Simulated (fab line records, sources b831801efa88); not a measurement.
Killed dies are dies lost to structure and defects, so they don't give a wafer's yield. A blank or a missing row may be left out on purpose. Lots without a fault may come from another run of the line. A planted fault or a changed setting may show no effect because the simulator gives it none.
Chamber matching | flow gf180mcu | GF_CONTACT_CMP_04 on cmp-01: 4 sister chambers
The step polishes SiO2. 18 wafers are shown with their chamber, then 9 later ones without.

WAFERS WITH THEIR CHAMBER
wafer  | chamber | motor_current_A (A) | time_to_endpoint_s (s) | head_pressure_psi (psi)
L608.2 | 0       | 13.0                | 109                    | 3.996
L608.3 | 1       | 9.9                 | 104                    | 3.988
L608.5 | 0       | 12.3                | 112                    | 3.989
L609.3 | 3       | 14.1                | 111                    | 4.002
L609.5 | 0       | 13.2                | 109                    | 3.992
L609.6 | 1       | 10.1                | 110                    | 4.001
L610.2 | 3       | 13.0                | 105                    | 3.995
L610.4 | 2       | 13.3                | 110                    | 4.000
L610.5 | 3       | 13.2                | 109                    | 4.006
L611.3 | 2       | 13.7                | 112                    | 3.999
L611.5 | 3       | 13.2                | 113                    | 3.994
L611.6 | 0       | 13.3                | 117                    | 4.006
L612.2 | 1       | 9.8                 | 109                    | 3.995
L612.5 | 3       | 13.8                | 118                    | 3.989
L612.6 | 2       | 12.5                | 115                    | 4.004
L616.1 | 1       | 9.4                 | 107                    | 4.009
L616.2 | 3       | 13.3                | 107                    | 3.994
L616.3 | 0       | 13.0                | 113                    | 4.008

SIGNATURES (means of the wafers above)
reading            | chamber 0 | chamber 1 | chamber 2 | chamber 3 | scatter within a chamber
motor_current_A    | 12.960    | 9.800     | 13.167    | 13.433    | 0.424
time_to_endpoint_s | 112.00    | 107.50    | 112.33    | 110.50    | 3.64
head_pressure_psi  | 3.99820   | 3.99825   | 4.00100   | 3.99667   | 0.00722
Rule: a wafer's distance from a chamber is the root of the sum, over the readings, of the square of ((its reading less the chamber's mean) divided by the reading's scatter). The wafer belongs to the nearest chamber; if the next one is less than 2 further off, it can't be placed. The scatter: the root of (the sum of the squares of (reading less its chamber's mean) over the shown wafers, divided by (wafers less chambers)).

WAFERS WITHOUT THEIR CHAMBER
wafer  | motor_current_A (A) | time_to_endpoint_s (s) | head_pressure_psi (psi)
L618.1 | 9.6                 | 119                    | 3.995
L618.2 | 12.9                | 109                    | 3.996
L618.5 | 13.1                | 117                    | 4.000
L621.1 | 14.1                | 107                    | 4.011
L621.3 | 10.0                | 107                    | 4.011
L621.4 | 12.7                | 111                    | 3.991
L623.4 | 13.0                | 113                    | 4.002
L623.5 | 13.4                | 112                    | 4.003
L623.6 | 9.9                 | 114                    | 4.017

WHICH CHAMBER EACH WENT THROUGH
wafer  | from the rows above          | in truth
L618.1 | 1                            | 1
L618.2 | can't be placed: 0 or 2 or 3 | 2
L618.5 | can't be placed: 2 or 0 or 3 | 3
L621.1 | can't be placed: 3 or 2 or 0 | 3
L621.3 | 1                            | 1
L621.4 | can't be placed: 0 or 2 or 3 | 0
L623.4 | can't be placed: 2 or 0 or 3 | 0
L623.5 | can't be placed: 2 or 3 or 0 | 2
L623.6 | 1                            | 1
Placed correctly: 3 of 9. Can't be placed from these rows: 6 (the true chamber is among the candidates in 6). Placed wrongly: 0.
